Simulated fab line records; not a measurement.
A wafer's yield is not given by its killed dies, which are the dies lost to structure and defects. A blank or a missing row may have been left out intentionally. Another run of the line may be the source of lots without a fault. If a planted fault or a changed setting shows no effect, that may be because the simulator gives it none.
fab line records | flow sky130
record lots=6 | wafers=18 | lastDay=50
route steps=708 shown LI_CONTACT@371 PAD_OPEN@708
lots that met no fault: taken from a fault-free run of the same line
startH: hours from the record's first day to the start of the lot's first wafer shown | waitH: hours since the lot's step before | " unchanged from the row above | L1.1+2: several wafers, shown together as one row | - no value present, or no start provided | * or withheld: withheld | < > ~ a bound
route shown NAME@n: a module of which the file shows steps, and the number in the route of the first | usual: mean/standard deviation taken from wafers without a fault | same: alike in all rows | chamber/n: place in a boat | sites: readings site by site | _std_site: their standard deviation | _edge_site: mean of outer sites minus mean of inner sites | radiusMm: for every site, how far away it sits from the centre of the wafer | mask NAME#n: copy n | behind: the last tool/chamber to shape the wafer | hold: why the lot went on hold/how many hours it stayed there/how the hold came to an end | device: whichever transistor did not switch (one of n, p or np) | end of line: the route-end tests of the same wafers | step lacking rows: just its recipe | killed: dies lost to structure and defects at the first sort, not the wafer's yield | map: the dies of a wafer, with x for killed, . for not killed, _ for no die there
set.NAME: the run value of the setting; set.NAME@STEP: its run value at that earlier step | model.NAME: the simulator's own value behind a step, which no gauge read
certain route steps with their lots: each step a table, each wafer a row
services: a tool's chamber out of use, with start hour (startH, from the record's first day; less than 0 if before it), hours out, and reason
## steps
# step SKY_LI_CONTACT_EXPOSE_09
# recipe maskId=LICM1 | na=0.8 | sourceShape=annular | sigmaInner=0.55 | sigmaOuter=0.85 | targetCdNm=170 | doseMj=38
# step SKY_LI_CONTACT_PEB_10
# recipe pebTempC=withheld | pebTimeS=withheld | resist=KrF-thick
# step SKY_LI_CONTACT_DEVELOP_11
# recipe developTimeS=60 | resist=KrF-thick | devTempC=21
# step SKY_LI_CONTACT_CD_MEAS_12
# recipe targetCdNm=170
# usual cdNm=169.7/1.3
lot.wafer | tool     | chamber | startH | waitH | cdNm
L320.1    | cdSem-02 | -       | 707.40 | -     | 171.3
L320.3    | "        | -       | "      | "     | 170.1
L320.5    | "        | -       | "      | "     | 171.2
L322.1    | cdSem-01 | -       | 755.50 | -     | 170.8
L322.2    | "        | -       | "      | "     | 170.7
L322.3    | "        | -       | "      | "     | 169.5
L331.1    | cdSem-02 | -       | 799.15 | -     | 170.6
L331.4    | "        | -       | "      | "     | 167.7
L331.6    | "        | -       | "      | "     | 169.9
L333.1    | cdSem-02 | -       | 843.35 | -     | 167.3
L333.4    | "        | -       | "      | "     | 168.3
L333.6    | "        | -       | "      | "     | 167.5
L336.1    | cdSem-02 | -       | 849.40 | -     | 172.2
L336.2    | "        | -       | "      | "     | 171.3
L336.5    | "        | -       | "      | "     | 169.1
L337.1    | cdSem-02 | -       | 851.38 | -     | 170.1
L337.3    | "        | -       | "      | "     | 170.4
L337.6    | "        | -       | "      | "     | 171.4
# step SKY_LI_CONTACT_OVL_MEAS_13
# usual LI_CONTACT_OVL=5/5.1
lot.wafer | tool       | chamber | startH | waitH | LI_CONTACT_OVL[nm]
L320.1    | overlay-01 | -       | 707.52 | 0.1   | 1
L320.3    | "          | -       | "      | "     | 0
L320.5    | "          | -       | "      | "     | -1
L322.1    | overlay-02 | -       | 755.62 | 0.1   | 13
L322.2    | "          | -       | "      | "     | 2
L322.3    | "          | -       | "      | "     | 10
L331.1    | overlay-01 | -       | 799.27 | 0.1   | 1
L331.4    | "          | -       | "      | "     | -3
L331.6    | "          | -       | "      | "     | -7
L333.1    | overlay-01 | -       | 843.47 | 0.1   | 0
L333.4    | "          | -       | "      | "     | 6
L333.6    | "          | -       | "      | "     | 10
L336.1    | overlay-01 | -       | 849.52 | 0.1   | 7
L336.2    | "          | -       | "      | "     | 5
L336.5    | "          | -       | "      | "     | 7
L337.1    | overlay-02 | -       | 851.50 | 0.1   | 8
L337.3    | "          | -       | "      | "     | 10
L337.6    | "          | -       | "      | "     | 7
# step SKY_LI_CONTACT_ETCH_14
# recipe chemistry=N2/H2 | target=BARC | ionEnergyEv=200 | sourceW=500 | biasW=100 | pressureMtorr=30 | n2FlowSccm=100 | h2FlowSccm=200 | stopOn=SiO2 | timeS=45.9 | targetDepthA=600
# usual chamberPressureMTorr=30.00/0.031 | drypumpMotorCurrentA=5.4/0.4 | oesProductAu=0.856/0.0049 | throttleValvePct=13.225/0.0091
lot.wafer | tool       | chamber | startH | waitH | chamberPressureMTorr | drypumpMotorCurrentA | oesProductAu | rfHoursCounterH | throttleValvePct
L320.1    | rieDiel-02 | 3       | 707.55 | 0.0   | 30.01                | 4.8                  | 0.851        | 20              | 13.227
L320.3    | "          | 1       | "      | "     | 29.99                | 5.4                  | 0.849        | 2               | 13.225
L320.5    | "          | 0       | "      | "     | 29.96                | 5.4                  | 0.852        | -               | 13.204
L322.1    | rieDiel-02 | 3       | 755.65 | 0.0   | 30.01                | 4.8                  | 0.853        | 21              | 13.221
L322.2    | "          | 0       | "      | "     | 29.99                | 5.3                  | 0.855        | 34              | 13.233
L322.3    | "          | 1       | "      | "     | 30.02                | 5.5                  | 0.849        | 3               | 13.214
L331.1    | rieDiel-03 | 1       | 799.30 | 0.0   | 30.04                | 5.0                  | 0.859        | 11              | 13.213
L331.4    | "          | 2       | "      | "     | 30.04                | 5.3                  | 0.851        | 3               | 13.229
L331.6    | "          | 1       | "      | "     | 30.00                | 5.0                  | 0.858        | -               | 13.209
L333.1    | rieDiel-03 | 1       | 843.50 | 0.0   | 30.01                | 5.1                  | 0.859        | 12              | 13.242
L333.4    | "          | 0       | "      | "     | 29.94                | 5.3                  | 0.852        | 19              | 13.219
L333.6    | "          | 2       | "      | "     | 29.98                | 5.4                  | 0.857        | -               | 13.226
L336.1    | rieDiel-04 | 2       | 849.55 | 0.0   | 29.98                | 6.1                  | 0.852        | 10              | 13.225
L336.2    | "          | 0       | "      | "     | 30.04                | 4.8                  | 0.849        | 12              | 13.214
L336.5    | "          | 1       | "      | "     | 30.01                | 5.6                  | 0.858        | -               | 13.239
L337.1    | rieDiel-04 | 3       | 851.53 | 0.0   | 29.94                | 5.1                  | 0.866        | 10              | 13.220
L337.3    | "          | 1       | "      | "     | 30.03                | 5.6                  | 0.860        | 9               | 13.224
L337.6    | "          | 1       | "      | "     | 30.00                | 5.6                  | 0.860        | -               | 13.213
# step SKY_LI_CONTACT_ETCH_15
# recipe target=PSG | chemistry=C4F8/O2/Ar | stopOn=Si | taperDeg=4.15 | maskMaterial=KrF-thick | sourceW=1500 | biasW=1200 | pressureMtorr=40 | c4f8FlowSccm=withheld | O2_flow_sccm=6 | Ar_flow_sccm=300 | timeS=withheld | targetDepthA=6000
# usual chamberPressureMTorr=40.00/0.038 | oesProductAu=0.837/0.0052
lot.wafer | tool       | chamber | startH | waitH | chamberPressureMTorr | oesProductAu
L320.1    | rieDiel-02 | 3       | 707.60 | 0.0   | 39.99                | 0.835
L320.3    | "          | 1       | "      | "     | 40.06                | 0.839
L320.5    | "          | 0       | "      | "     | 40.00                | 0.837
L322.1    | rieDiel-02 | 3       | 755.70 | 0.0   | 39.93                | 0.846
L322.2    | "          | 0       | "      | "     | 39.99                | 0.837
L322.3    | "          | 1       | "      | "     | 39.99                | 0.833
L331.1    | rieDiel-03 | 1       | 799.35 | 0.0   | 39.92                | 0.839
L331.4    | "          | 2       | "      | "     | 40.01                | 0.844
L331.6    | "          | 1       | "      | "     | 40.04                | 0.839
L333.1    | rieDiel-03 | 1       | 843.55 | 0.0   | 40.04                | 0.838
L333.4    | "          | 0       | "      | "     | 40.06                | 0.836
L333.6    | "          | 2       | "      | "     | 39.97                | 0.834
L336.1    | rieDiel-04 | 2       | 849.60 | 0.0   | 39.99                | 0.841
L336.2    | "          | 0       | "      | "     | 39.98                | 0.834
L336.5    | "          | 1       | "      | "     | 40.00                | 0.849
L337.1    | rieDiel-04 | 3       | 851.57 | 0.0   | 40.03                | 0.832
L337.3    | "          | 1       | "      | "     | 39.98                | 0.833
L337.6    | "          | 1       | "      | "     | 39.97                | 0.831
# step SKY_LI_CONTACT_STRIP_16
# recipe chemistry=O2/N2 | powerW=1400 | pressureMtorr=1500 | platenTempC=withheld | o2FlowSccm=3000 | n2FlowSccm=300 | overashFraction=0.5
# step SKY_LI_CONTACT_CLEAN_17
# recipe chemistry=NMP | timeS=600 | tempC=60 | dry=n2Spin
# step SKY_LI_CONTACT_PRE_CLEAN_18
# recipe gas=Ar | timeS=5.6 | biasV=358
# step SKY_LI_CONTACT_SPUTTER_19
# recipe material=Ti | targetThkNm=20 | chamberPressurePa=5 | powerW=2500 | substrateTempC=200 | timeS=106.37
# usual throttleValvePct=29.6/1.1
lot.wafer | tool          | chamber | startH | waitH | throttleValvePct
L320.1    | pvdSputter-03 | -       | 707.99 | 0.0   | 29.3
L320.3    | "             | -       | "      | "     | 28.1
L320.5    | "             | -       | "      | "     | 31.4
L322.1    | pvdSputter-03 | -       | 756.08 | 0.0   | 31.4
L322.2    | "             | -       | "      | "     | 29.7
L322.3    | "             | -       | "      | "     | 28.0
L331.1    | pvdSputter-03 | -       | 799.73 | 0.0   | 31.5
L331.4    | "             | -       | "      | "     | 28.0
L331.6    | "             | -       | "      | "     | 31.6
L333.1    | pvdSputter-04 | -       | 844.10 | 0.0   | 29.0
L333.4    | "             | -       | "      | "     | 29.5
L333.6    | "             | -       | "      | "     | 29.0
L336.1    | pvdSputter-01 | -       | 849.98 | 0.0   | 30.4
L336.2    | "             | -       | "      | "     | 30.1
L336.5    | "             | -       | "      | "     | 30.5
L337.1    | pvdSputter-01 | -       | 851.95 | 0.0   | 29.9
L337.3    | "             | -       | "      | "     | 30.4
L337.6    | "             | -       | "      | "     | 30.6
# step SKY_LI_CONTACT_SPUTTER_20
# recipe material=TiN | targetThkNm=20 | chamberPressurePa=5 | powerW=4000 | timeS=80
# usual throttleValvePct=29.6/1
lot.wafer | tool          | chamber | startH | waitH | throttleValvePct
L320.1    | pvdSputter-03 | -       | 708.07 | 0.0   | 29.6
L320.3    | "             | -       | "      | "     | 28.1
L320.5    | "             | -       | "      | "     | 31.4
L322.1    | pvdSputter-03 | -       | 756.15 | 0.0   | 31.4
L322.2    | "             | -       | "      | "     | 29.8
L322.3    | "             | -       | "      | "     | 27.8
L331.1    | pvdSputter-03 | -       | 799.80 | 0.0   | 31.2
L331.4    | "             | -       | "      | "     | 28.0
L331.6    | "             | -       | "      | "     | 31.5
L333.1    | pvdSputter-04 | -       | 844.18 | 0.0   | 29.1
L333.4    | "             | -       | "      | "     | 29.1
L333.6    | "             | -       | "      | "     | 29.3
L336.1    | pvdSputter-01 | -       | 850.05 | 0.0   | 30.6
L336.2    | "             | -       | "      | "     | 30.0
L336.5    | "             | -       | "      | "     | 30.4
L337.1    | pvdSputter-01 | -       | 852.03 | 0.0   | 29.8
L337.3    | "             | -       | "      | "     | 30.4
L337.6    | "             | -       | "      | "     | 30.3
# step SKY_LI_CONTACT_CVD_21
# recipe material=W | targetThkNm=400 | timeS=120.56 | tempC=400 | pressureTorr=40
# usual heaterPowerW=822/90 | susceptorTempC=399.99/0.23
lot.wafer | tool    | chamber | startH | waitH | heaterPowerW | susceptorTempC | model.W_of_LI_CONTACT_CVD_21.thkNm
L320.1    | cvdW-02 | 0       | 708.13 | 0.0   | 787          | 400.11         | 396
L320.3    | "       | 0       | "      | "     | 808          | 400.01         | 391.2
L320.5    | "       | 0       | "      | "     | 806          | 400.03         | 393.6
L322.1    | cvdW-01 | 1       | 756.21 | 0.0   | 720          | 399.86         | 410.4
L322.2    | "       | 0       | "      | "     | 936          | 399.99         | 405.8
L322.3    | "       | 1       | "      | "     | 699          | 399.70         | 409.7
L331.1    | cvdW-02 | 0       | 799.86 | 0.0   | 845          | 404.31         | 428.6
L331.4    | "       | 1       | "      | "     | 839          | 399.99         | 392.1
L331.6    | "       | 1       | "      | "     | 825          | 400.45         | 397.8
L333.1    | cvdW-02 | 0       | 844.24 | 0.0   | 813          | 404.01         | 427.6
L333.4    | "       | 1       | "      | "     | 816          | 400.08         | 399.8
L333.6    | "       | 1       | "      | "     | 851          | 400.31         | 399.4
L336.1    | cvdW-01 | 1       | 850.11 | 0.0   | 697          | 399.62         | 407.8
L336.2    | "       | 0       | "      | "     | 938          | 400.28         | 411.1
L336.5    | "       | 0       | "      | "     | 939          | 400.30         | 410.8
L337.1    | cvdW-01 | 1       | 852.09 | 0.0   | 721          | 399.93         | 410.4
L337.3    | "       | 0       | "      | "     | 936          | 400.04         | 405.5
L337.6    | "       | 0       | "      | "     | 948          | 399.73         | 408.6
# step SKY_LI_CONTACT_RS_MEAS_22
# recipe thkMeasGauge=four-point-probe | reads=W_of_LI_CONTACT_CVD_21+TiN_of_LI_CONTACT_SPUTTER_20+Ti_of_LI_CONTACT_SPUTTER_19
# usual LI_CONTACT_W_RS=0.283/0.0043
lot.wafer | tool         | chamber | startH | waitH | LI_CONTACT_W_RS[ohm/sq]
L320.1    | filmMetro-01 | -       | 708.25 | 0.1   | 0.287
L320.3    | "            | -       | "      | "     | 0.291
L320.5    | "            | -       | "      | "     | 0.289
L322.1    | filmMetro-03 | -       | 756.34 | 0.1   | 0.278
L322.2    | "            | -       | "      | "     | 0.281
L322.3    | "            | -       | "      | "     | 0.278
L331.1    | filmMetro-01 | -       | 799.99 | 0.1   | 0.266
L331.4    | "            | -       | "      | "     | 0.291
L331.6    | "            | -       | "      | "     | 0.286
L333.1    | filmMetro-03 | -       | 844.36 | 0.1   | 0.267
L333.4    | "            | -       | "      | "     | 0.285
L333.6    | "            | -       | "      | "     | 0.285
L336.1    | filmMetro-01 | -       | 850.24 | 0.1   | 0.279
L336.2    | "            | -       | "      | "     | 0.277
L336.5    | "            | -       | "      | "     | 0.277
L337.1    | filmMetro-02 | -       | 852.22 | 0.1   | 0.278
L337.3    | "            | -       | "      | "     | 0.281
L337.6    | "            | -       | "      | "     | 0.279
# step SKY_LI_CONTACT_THK_MEAS_23
# recipe thkMeasGauge=xrf | reads=W_of_LI_CONTACT_CVD_21
# usual LI_CONTACT_W_THK=402/6.4
lot.wafer | tool         | chamber | startH | waitH | LI_CONTACT_W_THK[nm]
L320.1    | filmMetro-01 | -       | 708.37 | 0.1   | 397
L320.3    | "            | -       | "      | "     | 392
L320.5    | "            | -       | "      | "     | 394
L322.1    | filmMetro-03 | -       | 756.46 | 0.1   | 408
L322.2    | "            | -       | "      | "     | 403
L322.3    | "            | -       | "      | "     | 403
L331.1    | filmMetro-01 | -       | 800.11 | 0.1   | 425
L331.4    | "            | -       | "      | "     | 393
L331.6    | "            | -       | "      | "     | 398
L333.1    | filmMetro-03 | -       | 844.48 | 0.1   | 432
L333.4    | "            | -       | "      | "     | 400
L333.6    | "            | -       | "      | "     | 400
L336.1    | filmMetro-01 | -       | 850.36 | 0.1   | 412
L336.2    | "            | -       | "      | "     | 413
L336.5    | "            | -       | "      | "     | 414
L337.1    | filmMetro-02 | -       | 852.34 | 0.1   | 405
L337.3    | "            | -       | "      | "     | 401
L337.6    | "            | -       | "      | "     | 404
# step SKY_LI_CONTACT_CMP_24
# recipe stopOn=PSG | tOverpolishS=20 | downForcePsi=3.5 | platenRpm=60 | targetThkNm=0 | padVelocityMS=0.94248
# usual motorCurrentA=11.2/1.1 | slurryFlowMlMin=150.1/0.49
lot.wafer | tool   | chamber | startH | waitH | motorCurrentA | slurryFlowMlMin
L320.3    | cmp-01 | 3       | 708.48 | 0.1   | 12.7          | 149.9
L320.1    | "      | 0       | "      | "     | 11.3          | 150.1
L320.5    | "      | 3       | "      | "     | 11.8          | 151.0
L322.2    | cmp-01 | 1       | 756.77 | 0.3   | 10.6          | 149.6
L322.1    | "      | 2       | "      | "     | 11.6          | 149.5
L322.3    | "      | 3       | "      | "     | 12.8          | 149.1
L331.4    | cmp-02 | 3       | 800.17 | 0.0   | 9.7           | 150.0
L331.1    | "      | 1       | "      | "     | 10.4          | 150.1
L331.6    | "      | 3       | "      | "     | 9.6           | 150.0
L333.1    | cmp-01 | 1       | 844.64 | 0.1   | 10.0          | 150.4
L333.4    | "      | 2       | "      | "     | 11.8          | 150.4
L333.6    | "      | 0       | "      | "     | 11.6          | 149.5
L336.1    | cmp-02 | 3       | 850.42 | 0.1   | 9.8           | 150.1
L336.2    | "      | 0       | "      | "     | 12.2          | 150.7
L336.5    | "      | 0       | "      | "     | 11.5          | 149.7
L337.1    | cmp-02 | 2       | 852.75 | 0.4   | 10.2          | 150.9
L337.3    | "      | 3       | "      | "     | 9.8           | 149.5
L337.6    | "      | 0       | "      | "     | 12.3          | 150.1
# step SKY_PAD_OPEN_PROBE_99
# usual killed_at_M0_to_M3=44/7.1 | killed_at_M4_up=3.1/1.8 | killedAtContacts=24/5.3 | killedAtFrontEnd=15/4.5 | killedAtOther=0.2/0.42 | killedDies=86/9.6 | killedOpen=46/6.9 | killedShort=40/6.4
# same grossDies=492 | killedAtBackSide=0
lot.wafer | tool      | chamber | startH  | waitH | killed_at_M0_to_M3 | killed_at_M4_up | killedAtContacts | killedAtFrontEnd | killedAtOther | killedDies | killedOpen | killedShort
L320.1    | prober-02 | -       | 1097.83 | 0.1   | 50                 | 5               | 21               | 13               | 0             | 89         | 54         | 35
L320.3    | prober-02 | -       | 1097.93 | 0.2   | 50                 | 2               | 27               | 16               | 0             | 95         | 56         | 39
L320.5    | prober-02 | -       | 1098.03 | 0.2   | 44                 | 1               | 27               | 12               | 0             | 84         | 45         | 39
L336.1    | prober-01 | -       | 1196.83 | 0.1   | 59                 | 2               | 27               | 13               | 0             | 101        | 52         | 49
L336.2    | prober-01 | -       | 1196.88 | 0.1   | 36                 | 4               | 21               | 16               | 1             | 78         | 38         | 40
L336.5    | prober-01 | -       | 1197.03 | 0.2   | 61                 | 3               | 32               | 8                | 2             | 106        | 54         | 52
# killed by level:class
L320.1 VIA1:geometricParticle:open=13 VIA3:geometricParticle:open=12 CONTACT:geometricParticle:open=11 METAL2:geometricParticle:short=8 VIA1:geometricParticle:short=7 POLY_GATE:geometricParticle:open=5 FIELD_ISO:geometricParticle:short=4 LI_CONTACT:geometricParticle:open=4
L320.3 VIA1:geometricParticle:open=12 VIA3:geometricParticle:open=11 LOCAL_INTERCONNECT:geometricParticle:short=8 CONTACT:geometricParticle:open=7 VIA2:geometricParticle:open=7 LI_CONTACT:geometricParticle:open=6 METAL1:geometricParticle:short=5 VIA1:geometricParticle:short=5
L320.5 VIA1:geometricParticle:open=11 CONTACT:geometricParticle:open=9 VIA2:geometricParticle:open=7 FIELD_ISO:geometricParticle:short=6 METAL1:geometricParticle:short=6 METAL2:geometricParticle:short=6 LI_CONTACT:geometricParticle:open=5 LI_CONTACT:geometricParticle:short=4
L336.1 VIA1:geometricParticle:open=13 CONTACT:geometricParticle:open=9 VIA1:geometricParticle:short=9 CONTACT:geometricParticle:short=8 LI_CONTACT:geometricParticle:open=7 METAL1:geometricParticle:short=7 VIA2:geometricParticle:open=6 VIA3:geometricParticle:open=6
L336.2 VIA1:geometricParticle:open=7 METAL3:geometricParticle:short=7 VIA3:geometricParticle:open=7 LI_CONTACT:geometricParticle:open=6 CONTACT:geometricParticle:open=6 FIELD_ISO:geometricParticle:short=5 POLY_GATE:geometricParticle:short=4 CONTACT:geometricParticle:short=4
L336.5 VIA1:geometricParticle:open=16 VIA1:geometricParticle:short=11 CONTACT:geometricParticle:open=11 VIA3:geometricParticle:open=9 LOCAL_INTERCONNECT:geometricParticle:short=8 LI_CONTACT:geometricParticle:open=6 METAL2:geometricParticle:short=5 VIA2:geometricParticle:short=4
## services
tool          | chamber | startH | hours | kind
pvdSputter-01 | 2       | 686.40 | -     | consumableReplace:kit
pvdSputter-01 | 2       | 686.40 | 18.0  | scheduledDown
pvdSputter-01 | 2       | 686.40 | 18.0  | ventCycle
cmp-01        | -       | 692.35 | 11.5  | repair
rieDiel-03    | 3       | 699.27 | 10.7  | repair
pvdSputter-03 | -       | 700.15 | 1.3   | repair
rieDiel-04    | 1       | 701.69 | 6.6   | repair
rieDiel-04    | 2       | 704.91 | 8.3   | repair
rieDiel-02    | 2       | 712.88 | 19.9  | repair
pvdSputter-04 | -       | 718.09 | 1.4   | repair
pvdSputter-01 | -       | 725.76 | 3.8   | repair
cmp-02        | -       | 741.39 | 12.4  | pm
pvdSputter-01 | -       | 745.01 | 1.6   | repair
cmp-02        | -       | 753.75 | 4.0   | pm
pvdSputter-04 | -       | 754.84 | 5.1   | repair
rieDiel-02    | 2       | 773.23 | -     | clean
rieDiel-02    | 2       | 773.23 | 20.0  | scheduledDown
rieDiel-02    | 2       | 773.23 | 20.0  | ventCycle
rieDiel-02    | 0       | 793.27 | -     | clean
rieDiel-02    | 0       | 793.27 | 20.3  | scheduledDown
cmp-01        | -       | 808.40 | 0.9   | repair
rieDiel-04    | 0       | 819.41 | 6.5   | repair
pvdSputter-01 | -       | 825.82 | 1.7   | repair
cmp-01        | -       | 838.76 | 1.9   | repair
## key
firstSign step=SKY_LI_CONTACT_CVD_21 | reading=susceptorTempC | direction=up | sigmas=18 | usual=* | struck=*
effect step=SKY_LI_CONTACT_RS_MEAS_22 | reading=LI_CONTACT_W_RS | direction=down | sigmas=4 | usual=0.283 | struck=0.266
effect step=SKY_LI_CONTACT_THK_MEAS_23 | reading=LI_CONTACT_W_THK | direction=up | sigmas=4.2 | usual=402 | struck=428
modelEffect step=SKY_LI_CONTACT_CVD_21 | value=W_of_LI_CONTACT_CVD_21.thkNm | without=396.7 | struck=428.1
metAt SKY_LI_CONTACT_CVD_21
struckWafers L331.1,L333.1
testerLeftOut L331,L333
onsetBetween 708.13 799.86
fault kind=processParameterDrift | tool=cvdW-02 | chamber=0 | onsetH=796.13 | steps=SKY_LI_CONTACT_CVD_21 | channel=tempC | offset=* | shape=step | endH=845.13 | actsIn=* | stated=*
# testerLeftOut: of these lots the tester's yield and bins aren't shown, on N5 and GAA mostly nor the transistor test; their killed dies are dies lost to structure and defects alone, not to doping, threshold or leakage, so they don't give the yield
